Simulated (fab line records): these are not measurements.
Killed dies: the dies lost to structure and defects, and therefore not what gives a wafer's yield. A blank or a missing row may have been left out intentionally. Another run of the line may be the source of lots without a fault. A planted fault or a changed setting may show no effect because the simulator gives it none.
2 desks, one fault -- flow sky130 -- each desk has only its own numbers; what lay behind them comes last

## AT THE METROLOGY DESK
What the gauges read, lot by lot, whatever tool the lot ran on: means of the sampled wafers that have a number. Marked OUT: a lot whose mean sits more than 4 standard deviations from the usual mean, which makes it out of limits; the brackets give that distance.
Columns: A = cd_nm at SKY_VIA3_CD_MEAS_12, usual 200.3 nm; B = VIA3_W_THK at SKY_VIA3_THK_MEAS_23, usual 389 nm; C = METAL4_OVL at SKY_METAL4_OVL_MEAS_14, usual 1 nm
lot,first seen here,A,B,C
L521,day 39 07:08,200.3,396,3
L522,day 39 15:30,199.4,383,-1
L523,day 39 22:13,199.6,379,1
L525,day 40 10:58,201.5,386,-6
L526,day 42 04:02,200.1,389,0
L531,day 42 09:06,199.8,391,5
L530,day 42 14:03,201.2,387,7
L533,day 43 02:50,200.0,384,5
L535,day 44 00:16,200.6,391,4
L536,day 44 14:41,201.6,390,0
L543,day 46 04:03,202.4,404,2
Result from this desk: across the 11 lots, nothing is out of limits.

## THE TOOL OWNER'S DESK: pvd_sputter-04
The tool's own readings at SKY_METAL4_SPUTTER_02 (material AlCu, target thk 735 nm, time 39.1 s): means of the sampled wafers that have a number, for each lot that ran on this tool. Marked OUT: a lot whose mean sits more than 4 standard deviations from the usual mean, which makes it out of limits; the brackets give that distance.
Columns: A = throttle_valve_pct at SKY_METAL4_SPUTTER_02, usual 29.7 %
lot,first seen here,A
L521,day 39 08:41,30.3
L522,day 39 17:01,29.5
L531,day 42 11:31,29.1
L533,day 43 04:26,30.5
L535,day 44 01:49,30.4
L536,day 44 16:14,30.4
Result from this desk: across the 6 lots, nothing is out of limits.

## BROUGHT TOGETHER
At the metrology desk, nothing out of limits was observed.
The tool owner's desk saw nothing out of limits.

## WHAT THE SIMULATOR HAD INSERTED
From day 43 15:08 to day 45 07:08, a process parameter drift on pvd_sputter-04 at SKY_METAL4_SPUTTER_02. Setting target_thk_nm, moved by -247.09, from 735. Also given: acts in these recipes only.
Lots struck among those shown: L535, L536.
